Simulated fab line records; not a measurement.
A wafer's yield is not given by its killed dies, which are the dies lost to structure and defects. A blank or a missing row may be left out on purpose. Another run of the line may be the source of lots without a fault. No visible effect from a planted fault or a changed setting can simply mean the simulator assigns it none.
Code-filled problem report in 8D (eight disciplines) form	flow gf180mcu	the parts of the form that need people (team, actions taken, sign-off) are left out

1. THE ISSUE
stripTimeToEndpointS at GF_LVPWELL_STRIP_10 reads a mean of 39.05 s on 6 wafers of 2 lots; wafers without a fault read 36.97 s with a standard deviation of 0.13. Measured from the usual mean, that is +16 standard deviations.
The step: strips in O2/N2.
Earliest sighting: wafer L876.3 on plasmaAsher-04 at day 6 11:26. The record holds 42 wafers of 14 lots with a number at this step. Rule for "out", or "out of limits": more than 4 standard deviations from the usual mean. Any other wafer with a number is counted as sound.

2. WHAT IT IS AND WHAT IT IS NOT
question	is	is not
which readings at this step	stripTimeToEndpointS	drypumpMotorCurrentA, heaterPowerW
which lots	L876, L879	L865, L866, L868, L869, L870, L871, L872, L873, L874, L883, L884, L885
which wafers of those lots	all that have a number	-
read on which tools	plasmaAsher-04	plasmaAsher-01, plasmaAsher-03
when	from day 6 11:26	up to then (27 sound wafers); but 9 sound wafers of L883, L884, L885 came after

3. SUSPECTS, AND WHAT RULES EACH OUT
Counting: any tool at a process step up to the reading is kept as a suspect provided that every lot that is out went through it and no sound lot did after the first of them.
- lithoTrack-01 at GF_LVPWELL_COAT_02 (resist thk 3000 nm): kept. Every lot that is out went through it, starting with L876 (day 6 02:58), and after that it ran no sound lot; the last sound lot it ran before then is L874 (day 5 17:31).
- plasmaAsher-04 at GF_LVPWELL_STRIP_10 (strips in O2/N2): ruled out as a lasting fault. The sound lots L884 went through it after L876, its earliest lot that is out (day 6 11:26).
The count leaves lithoTrack-01 at GF_LVPWELL_COAT_02.

4. THE CAUSE (what the simulator had put in)
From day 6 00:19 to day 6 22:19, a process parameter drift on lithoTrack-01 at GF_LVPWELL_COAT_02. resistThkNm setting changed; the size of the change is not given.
Counting left only this tool.

5. THE EFFECT CHAIN, in route order
Each row: a reading where the mean over the struck wafers with a number is more than 3 standard deviations away from the usual. Only readings whose record carries a usual standard deviation are examined. hours: median over the lots of the time between each lot's start at the first step of this table that gives one and its start at this step. sigmas: the change, counted in usual standard deviations.
hours	step	reading	usual	on struck wafers	change	sigmas
0	GF_LVPWELL_STRIP_10	stripTimeToEndpointS	36.97 s	39.05	+2.08	+16
Its process steps:
- GF_LVPWELL_STRIP_10: strips in O2/N2.
Later measuring or inspecting steps at which every struck wafer that the step has a row for has a number for every such reading, and none has moved that far: GF_VT_IMPLANT_TW_MEAS_10, GF_HV_LDD_OVL_MEAS_20.

6. HOW IT WOULD HAVE BEEN CAUGHT EARLIER
11 hours passed between the start of the fault at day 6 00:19 and the first reading out of limits in this record, taken at day 6 11:26.
Of the tool readings at GF_LVPWELL_COAT_02 for which the record gives a usual standard deviation, none was out on any struck wafer, so an alarm limit of 4 standard deviations on them would not have fired.
Lots out: 2; of these, L879 started GF_LVPWELL_COAT_02 on lithoTrack-01 after day 6 11:26. Had the tool been put on hold then, it would have been spared.
